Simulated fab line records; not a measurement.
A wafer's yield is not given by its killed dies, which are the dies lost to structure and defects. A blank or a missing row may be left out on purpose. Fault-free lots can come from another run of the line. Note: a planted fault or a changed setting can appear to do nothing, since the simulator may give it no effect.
fab line records	flow sfq-line
record: lots: 14	wafers: 42	last-day: 92
route steps=325 shown M6@264 I6@269 M7@293 I7@297
lots untouched by any fault: they come from a run of this same line in which no faults occurred
start-h: hours from the record's first day to the start of the lot's first wafer shown	wait-h: hours from the lot's prior step to this one	" same as the row above	L1.1+2: one row covering several wafers at once	- no value present, or no start provided	* or withheld: withheld	< > ~ a bound
route shown NAME@n: names a module that has steps shown in the file, with the first one's number in the route	usual: mean/standard deviation of fault-free wafers	same: alike in all rows	chamber/n: place in a boat	sites: the reading at each site	_std_site: standard deviation of those values	_edge_site: inner sites' mean taken away from outer sites' mean	radius-mm: for every site, how far away it sits from the centre of the wafer	mask NAME#n: copy n	behind: the last tool/chamber to shape the wafer	hold: why the lot was held/for how many hours/how that ended	device: the transistor (n, p or np) that didn't switch	end of line: the same wafers' tests at the end of the route	a step without rows: its recipe alone	killed: the dies lost at the first sort to structure and to defects; this is not the yield of the wafer	map: dies across one wafer; x = killed, . = not, _ = none there
set.NAME: the setting as run; set.NAME@STEP: as run at that earlier step	model.NAME: the simulator's own value behind a step, which no gauge read
a sample of lots followed through the steps of the route, with each step as a table and each wafer as a row
services: a tool's chamber out of use, with start hour (start-h, from the record's first day; less than 0 if before it), hours out, and reason
== steps ==
step: SFQ_TRILAYER_M6_STRIP_STRIP_163
recipe: gas: O2	power-w: 200	platen-temp-c: 40	overash-fraction: 0.65	chemistry: O2	pressure-mtorr: 50
usual: drypump-motor-current-A: 5.76/0.3	oes-product-au: 0.998/0.0091
same: overash-fraction: 0.65
lot.wafer	tool	chamber	start-h	wait-h	drypump-motor-current-A	oes-product-au	rf-hours-counter-h
L245.2	rie-metal-02	1	1680.33	0.1	6.29	1.014	64
L245.5	"	0	"	"	5.48	0.990	-
L245.6	"	1	"	"	6.27	1.018	-
L246.2	rie-metal-01	1	1789.16	0.1	5.41	1.002	89
L246.5	"	0	"	"	5.48	1.000	-
L246.6	"	1	"	"	5.42	0.999	-
L248.3	rie-metal-02	1	1796.56	0.2	6.29	1.002	-
L248.4	"	0	"	"	5.47	0.976	-
L248.6	"	0	"	"	5.46	0.984	-
L250.4	rie-metal-02	1	1802.56	0.2	6.31	1.008	-
L250.5	"	1	"	"	6.30	1.005	-
L250.6	"	0	"	"	5.46	0.988	-
L251.1	rie-metal-03	0	1804.76	0.1	5.91	1.013	92
L251.2	"	1	"	"	5.73	1.003	57
L251.4	"	0	"	"	5.93	0.995	-
L252.2	rie-metal-01	0	1805.96	0.1	5.52	0.999	115
L252.3	"	1	"	"	5.46	0.993	-
L252.6	"	0	"	"	5.51	1.004	-
L253.2	rie-metal-03	0	1809.56	0.1	5.89	0.999	94
L253.5	"	1	"	"	5.76	0.995	-
L253.6	"	0	"	"	5.90	0.995	-
L254.2	rie-metal-02	0	1813.16	0.1	5.49	0.981	42
L254.3	"	0	"	"	5.46	0.988	-
L254.6	"	1	"	"	6.32	1.002	-
L255.1	rie-metal-03	0	1814.36	0.1	5.91	0.996	95
L255.4	"	1	"	"	5.71	0.998	-
L255.6	"	0	"	"	5.90	1.004	-
L256.1	rie-metal-01	1	1815.56	0.1	5.44	1.004	96
L256.3	"	1	"	"	5.42	0.992	-
L256.4	"	0	"	"	5.52	1.018	-
L264.2	rie-metal-01	1	1892.79	0.1	5.46	1.012	108
L264.5	"	1	"	"	5.46	0.998	-
L264.6	"	0	"	"	5.52	1.006	-
L266.2	rie-metal-03	0	1933.84	0.1	5.89	1.015	112
L266.4	"	0	"	"	5.89	0.994	-
L266.6	"	1	"	"	5.75	0.986	-
L267.3	rie-metal-03	1	1940.04	0.2	5.72	0.994	-
L267.4	"	0	"	"	5.93	0.999	-
L267.5	"	0	"	"	5.92	0.990	-
L268.2	rie-metal-03	0	1949.44	0.1	5.92	0.992	113
L268.3	"	0	"	"	5.91	0.996	-
L268.5	"	1	"	"	5.76	0.994	-
step: SFQ_TRILAYER_I6_METRO_MEASURE_167
usual: thk-nm: 199.9/1.1
lot.wafer	tool	chamber	start-h	wait-h	thk-nm
L245.2	film-metro-01	-	1684.52	0.3	198.3
L245.5	"	-	"	"	199.3
L245.6	"	-	"	"	200.1
L246.2	film-metro-01	-	1793.33	0.3	200.3
L246.5	"	-	"	"	202.3
L246.6	"	-	"	"	201.7
L248.3	film-metro-03	-	1804.97	0.5	199.1
L248.4	"	-	"	"	198.4
L248.6	"	-	"	"	199.3
L250.4	film-metro-01	-	1811.17	0.6	201.0
L250.5	"	-	"	"	200.6
L250.6	"	-	"	"	200.5
L251.1	film-metro-04	-	1813.57	0.1	197.9
L251.2	"	-	"	"	200.0
L251.4	"	-	"	"	198.1
L252.2	film-metro-03	-	1814.33	0.3	200.5
L252.3	"	-	"	"	199.0
L252.6	"	-	"	"	200.7
L253.2	film-metro-01	-	1820.33	0.3	198.1
L253.5	"	-	"	"	198.5
L253.6	"	-	"	"	200.8
L254.2	film-metro-01	-	1824.33	0.3	200.6
L254.3	"	-	"	"	200.9
L254.6	"	-	"	"	201.5
L255.1	film-metro-03	-	1827.13	0.1	198.4
L255.4	"	-	"	"	199.6
L255.6	"	-	"	"	197.9
L256.1	film-metro-01	-	1830.13	0.1	200.7
L256.3	"	-	"	"	200.3
L256.4	"	-	"	"	200.1
L264.2	film-metro-01	-	1896.99	0.3	198.9
L264.5	"	-	"	"	199.8
L264.6	"	-	"	"	201.6
L266.2	film-metro-04	-	1938.01	0.3	198.7
L266.4	"	-	"	"	198.6
L266.6	"	-	"	"	198.9
L267.3	film-metro-04	-	1944.21	0.5	199.7
L267.4	"	-	"	"	200.1
L267.5	"	-	"	"	198.7
L268.2	film-metro-04	-	1953.63	0.3	200.7
L268.3	"	-	"	"	201.7
L268.5	"	-	"	"	201.8
step: SFQ_TRILAYER_M7_ETCH_METAL_ETCH_180
recipe: target: Nb	stop-on: SiO2	mask-material: PR	chemistry: Cl2/Ar	target-depth-nm: 240	icp-w: 600	bias-w: 80	pressure-mtorr: 10	time-s: 120
usual: drypump-motor-current-A: 5.71/0.22	oes-product-au: 0.894/0.0064
lot.wafer	tool	chamber	start-h	wait-h	drypump-motor-current-A	oes-product-au	rf-hours-counter-h
L245.2	rie-metal-03	0	1711.20	0.0	5.90	0.901	78
L245.5	"	0	"	"	5.88	0.877	-
L245.6	"	1	"	"	5.77	0.895	-
L246.2	rie-metal-03	1	1801.31	0.0	5.73	0.902	56
L246.5	"	1	"	"	5.74	0.902	-
L246.6	"	0	"	"	5.90	0.898	-
L248.3	rie-metal-03	0	1812.35	0.1	5.90	0.906	-
L248.4	"	1	"	"	5.75	0.898	-
L248.6	"	1	"	"	5.76	0.903	-
L250.4	rie-metal-01	0	1820.75	0.1	5.54	0.896	-
L250.5	"	0	"	"	5.53	0.887	-
L250.6	"	1	"	"	5.43	0.894	-
L251.1	rie-metal-04	0	1821.91	0.0	5.79	0.885	81
L251.2	"	1	"	"	6.17	0.896	53
L251.4	"	0	"	"	5.77	0.897	-
L252.2	rie-metal-01	1	1823.11	0.0	5.45	0.893	97
L252.3	"	1	"	"	5.44	0.899	-
L252.6	"	0	"	"	5.52	0.894	-
L253.2	rie-metal-01	0	1832.00	0.0	5.51	0.892	121
L253.5	"	0	"	"	5.52	0.883	-
L253.6	"	1	"	"	5.43	0.884	-
L254.2	rie-metal-03	1	1919.35	0.0	5.71	0.891	75
L254.3	"	1	"	"	5.75	0.893	-
L254.6	"	1	"	"	5.73	0.896	-
L255.1	rie-metal-01	0	1922.58	0.0	5.53	0.892	133
L255.4	"	0	"	"	5.51	0.892	-
L255.6	"	0	"	"	5.53	0.893	-
L256.1	rie-metal-04	1	2019.72	0.0	6.13	0.891	71
L256.3	"	1	"	"	6.21	0.886	-
L256.4	"	0	"	"	5.76	0.890	-
L264.2	rie-metal-04	1	2089.25	0.0	6.20	0.891	80
L264.5	"	0	"	"	5.78	0.891	-
L264.6	"	1	"	"	6.18	0.894	-
L266.2	rie-metal-01	0	2113.89	0.1	5.51	0.898	-
L266.4	"	0	"	"	5.52	0.892	-
L266.6	"	0	"	"	5.53	0.897	-
L267.3	rie-metal-01	1	2117.43	0.1	5.45	0.888	-
L267.4	"	0	"	"	5.52	0.889	-
L267.5	"	1	"	"	5.46	0.889	-
L268.2	rie-metal-04	1	2124.72	0.0	6.16	0.895	84
L268.3	"	0	"	"	5.75	0.888	-
L268.5	"	0	"	"	5.75	0.895	-
step: SFQ_TRILAYER_I7_CMP_CMP_184
recipe: material: SiO2	down-force-psi: 3	platen-rpm: 60	pad-velocity-m-s: 0.94248
usual: head-pressure-psi: 3.000/0.0066	motor-current-A: 10.0/1.1	time-to-endpoint-s: 217/8.1
lot.wafer	tool	chamber	start-h	wait-h	head-pressure-psi	motor-current-A	time-to-endpoint-s
L245.2	cmp-01	2	1713.88	1.7	2.999	10.6	210
L245.6	"	0	1714.88	2.7	2.992	9.8	216
L245.5	"	1	"	"	2.999	10.1	216
L246.2	cmp-02	0	1805.01	2.8	3.005	11.0	214
L246.6	"	0	1807.01	4.7	3.008	10.6	217
L246.5	"	1	"	"	2.989	10.7	225
L248.4	cmp-02	2	1820.01	6.5	3.011	7.9	224
L248.3	"	1	1821.51	8.1	3.003	10.0	218
L248.6	"	3	1822.51	9.0	2.993	11.3	210
L250.4	cmp-02	1	1836.80	14.9	3.009	10.0	228
L250.6	"	0	1838.30	16.4	3.000	10.1	231
L250.5	"	1	"	"	2.999	9.9	221
L251.2	cmp-02	0	1839.30	16.0	3.001	10.0	225
L251.4	"	2	1840.30	17.0	3.010	8.2	220
L251.1	"	3	"	"	3.008	11.4	212
L252.3	cmp-01	0	1843.01	18.8	3.007	9.0	214
L252.2	"	1	"	"	2.999	11.5	212
L252.6	"	3	1844.51	20.2	3.005	10.0	204
L253.2	cmp-02	1	1845.80	12.9	3.001	10.2	208
L253.6	"	0	1847.30	14.3	2.995	10.3	219
L253.5	"	1	"	"	3.008	10.0	216
L254.2	cmp-02	3	1920.33	0.0	2.700	10.6	231
L254.3	"	0	"	"	2.698	9.9	234
L254.6	"	0	1922.83	2.5	2.684	9.3	240
L255.1	cmp-02	2	1926.33	2.8	2.698	7.4	242
L255.4	"	1	1927.83	4.3	2.708	9.6	251
L255.6	"	2	"	"	2.693	7.9	248
L256.3	cmp-02	2	2020.70	0.0	2.989	7.5	221
L256.1	"	0	2021.70	1.0	3.014	10.7	214
L256.4	"	1	"	"	2.995	10.3	210
L264.2	cmp-01	0	2090.23	0.0	3.001	9.3	217
L264.6	"	0	2092.23	2.0	2.994	9.0	215
L264.5	"	1	"	"	3.000	11.5	209
L266.2	cmp-02	3	2115.55	0.0	3.002	11.6	212
L266.4	"	2	2117.05	1.5	3.011	7.8	223
L266.6	"	3	"	"	3.000	11.5	224
L267.3	cmp-01	0	2119.37	1.0	2.993	9.2	209
L267.4	"	1	"	"	2.999	11.5	215
L267.5	"	2	"	"	2.994	10.1	220
L268.2	cmp-02	2	2125.70	0.0	2.999	7.8	210
L268.3	"	0	2126.70	1.0	2.987	10.9	219
L268.5	"	2	2127.70	2.0	2.987	8.2	221
== services ==
tool	chamber	start-h	hours	kind
film-metro-01	-	1661.00	1.0	pm
film-metro-04	-	1664.81	0.7	pm
rie-metal-03	-	1668.01	2.4	repair
rie-metal-03	-	1672.82	28.1	pm
rie-metal-04	-	1676.10	3.3	repair
cmp-02	-	1676.48	1.2	repair
film-metro-01	-	1709.94	0.4	pm
rie-metal-03	-	1716.63	1.1	repair
cmp-02	-	1740.95	1.9	repair
cmp-02	-	1746.42	1.0	repair
cmp-02	-	1757.83	4.7	pm
film-metro-01	-	1831.60	2.4	pm
film-metro-01	-	1846.07	1.1	pm
film-metro-01	-	1906.00	0.5	pm
cmp-02	-	1907.58	3.4	repair
rie-metal-03	-	1921.86	2.8	pm
cmp-02	-	1930.16	0.3	repair
cmp-02	-	1939.08	4.0	pm
film-metro-01	-	1954.94	0.4	pm
rie-metal-03	0	1993.56	3.7	repair
cmp-02	-	2001.46	0.5	repair
cmp-02	-	2016.94	3.1	repair
film-metro-01	-	2076.60	1.5	pm
film-metro-01	-	2112.56	2.4	pm
== key ==
first-sign: step: SFQ_TRILAYER_I7_CMP_CMP_184	reading: head-pressure-psi	direction: down	sigmas: 46	usual: 3.000	struck: 2.697
effect: step: SFQ_TRILAYER_I7_CMP_CMP_184	reading: time-to-endpoint-s	direction: up	sigmas: 2.9	usual: *	struck: *
met-at SFQ_TRILAYER_I7_CMP_CMP_184
struck-lots L254,L255
not-acting-at SFQ_TRILAYER_M6_STRIP_STRIP_163,SFQ_TRILAYER_I6_METRO_MEASURE_167,SFQ_TRILAYER_M7_ETCH_METAL_ETCH_180
fault: kind: process-parameter-drift	tool: cmp-02	chamber: -	onset-h: 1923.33	steps: SFQ_TRILAYER_I7_CMP_CMP_184	channel: down-force-psi	offset: -0.30221	shape: step	end-h: 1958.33	acts-in: these-recipes-only	stated: 3
